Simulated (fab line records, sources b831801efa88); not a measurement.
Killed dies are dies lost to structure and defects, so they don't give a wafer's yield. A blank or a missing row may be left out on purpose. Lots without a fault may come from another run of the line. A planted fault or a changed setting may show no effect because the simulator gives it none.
Problem report in the 8D (eight disciplines) form, filled by code | flow sky130 | the parts of the form that need people (team, actions taken, sign-off) are left out

1. THE PROBLEM
run_length_s at SKY_METAL4_ETCH_16 reads a mean of 121.2 s on 1 wafer of 1 lot; wafers without a fault read 116.5 s with a standard deviation of 0.54. That is +8.7 standard deviations from the usual mean.
The step: etches BARC in N2/H2, stops on SiO2, time 88.2 s, target depth 60 nm.
First seen on wafer L101.4, day 47 08:13, on rie_metal-02. The record holds 14 wafers of 5 lots with a number at this step. Rule for "out", or "out of limits": more than 4 standard deviations from the usual mean. The other wafers with a number count as sound.

2. WHAT IT IS AND WHAT IT IS NOT
question                    | is                | is not
which readings at this step | run_length_s      | drypump_motor_current_A, he_backside_leak_sccm, throttle_valve_pct
which lots                  | L101              | L102, L103, L982, L988
which wafers of those lots  | L101.4            | L101.5
read on which tools         | rie_metal-02      | rie_metal-03
when                        | from day 47 08:13 | up to then (7 sound wafers); but 6 sound wafers of L102, L103 came after

3. SUSPECTS, AND WHAT RULES EACH OUT
Counting: a tool at a process step up to the reading stays a suspect if it ran every lot that is out. Sound lots after the first of them don't rule it out here, since some wafers of a struck lot are sound.
- rie_metal-02 at SKY_METAL4_DESCUM_15 (chemistry O2, time 8 s): kept. It ran the lot that is out, L101 (day 47 08:10); its last sound lot up to then is L988 (day 43 23:25).
- rie_metal-02 at SKY_METAL4_ETCH_16 (etches BARC in N2/H2, stops on SiO2, time 88.2 s, target depth 60 nm): kept. It ran the lot that is out, L101 (day 47 08:13); its last sound lot up to then is L988 (day 43 23:28). Its own readings are out on those wafers: run_length_s.
- Within rie_metal-02 at SKY_METAL4_DESCUM_15: the wafers that are out ran in chamber 0; their sound lot-mates ran in chamber 1.
- Within rie_metal-02 at SKY_METAL4_ETCH_16: the wafers that are out ran in chamber 0; their sound lot-mates ran in chamber 1.
Left after counting: rie_metal-02 at SKY_METAL4_DESCUM_15, rie_metal-02 at SKY_METAL4_ETCH_16.

4. THE CAUSE (what the simulator had put in)
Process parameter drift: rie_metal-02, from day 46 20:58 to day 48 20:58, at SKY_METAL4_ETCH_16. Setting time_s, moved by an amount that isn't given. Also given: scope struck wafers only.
Counting left 2 suspects, and this tool is among them.

5. THE CHAIN OF EFFECTS, in route order
Each row: a reading whose mean over the struck wafers that have a number lies more than 3 standard deviations from the usual. Only readings for which the record gives a usual standard deviation are gone through. hours: the time from each lot's start at the first step in this table that gives one to its start at this step, as a median over the lots. sigmas: the change in usual standard deviations.
hours | step               | reading      | usual   | on struck wafers | change | sigmas
0     | SKY_METAL4_ETCH_16 | run_length_s | 116.5 s | 121.2            | +4.7   | +8.7
The process steps in it:
- SKY_METAL4_ETCH_16: etches BARC in N2/H2, stops on SiO2, time 88.2 s, target depth 60 nm.

6. WHAT WOULD HAVE CAUGHT IT SOONER
In this record the first reading out of limits was taken at day 47 08:13, 11 hours after the fault began at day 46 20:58.
